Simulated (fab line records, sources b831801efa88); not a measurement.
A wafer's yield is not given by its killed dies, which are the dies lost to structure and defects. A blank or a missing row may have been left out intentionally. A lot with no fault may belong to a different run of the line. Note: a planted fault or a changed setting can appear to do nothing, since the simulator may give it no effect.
Chamber matching	flow sky130	4 sister chambers for SKY_VIA4_CMP_21 on cmp-01
The step polishes, stops on SiO2, t overpolish 25 s, target thk 0 nm. 8 wafers are shown with their chamber, then 12 later ones without.

## WAFERS WITH THEIR CHAMBER
wafer	chamber	motorCurrentA (A)	timeToEndpointS (s)
L086.1	2	11.4	128
L086.3	0	11.4	124
L086.6	0	11.9	125
L088.1	3	11.6	115
L088.6	1	10.0	117
L089.1	1	10.3	118
L089.2	2	12.0	124
L089.4	3	11.6	114

## WAFERS MISSING THEIR CHAMBER
wafer	motorCurrentA (A)	timeToEndpointS (s)
L092.2	11.7	124
L092.3	11.3	127
L092.5	12.0	123
L093.1	10.3	121
L093.2	10.8	122
L093.3	11.2	123
L095.1	11.5	122
L095.3	10.1	120
L095.4	11.0	128
L096.2	11.8	123
L096.3	10.3	125
L096.5	11.7	122

## CHAMBER TAKEN BY EACH
wafer	from the rows above	in truth
L092.2	can't be placed: 0 or 2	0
L092.3	can't be placed: 2 or 0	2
L092.5	can't be placed: 0 or 2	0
L093.1	1	1
L093.2	can't be placed: 0 or 1 or 2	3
L093.3	can't be placed: 0 or 2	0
L095.1	can't be placed: 0 or 2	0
L095.3	1	1
L095.4	can't be placed: 2 or 0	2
L096.2	can't be placed: 0 or 2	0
L096.3	can't be placed: 0 or 2 or 1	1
L096.5	can't be placed: 0 or 2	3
2 of 12 placed correctly. Can't be placed from these rows: 10 (the true chamber is among the candidates in 8). Number placed wrongly: 0.
How it was worked out, from the rows above alone: a wafer's distance from a chamber is the root of the sum, over the readings, of the square of ((its reading less the chamber's mean) divided by the reading's scatter). The wafer belongs to the nearest chamber; if the next one is less than 2 further off, it can't be placed. The mean given for a chamber averages the wafers shown for that chamber. How the scatter is found: for the shown wafers, subtract from each reading the mean of its chamber, square and add these, divide the total by (wafers less chambers), then take the root.
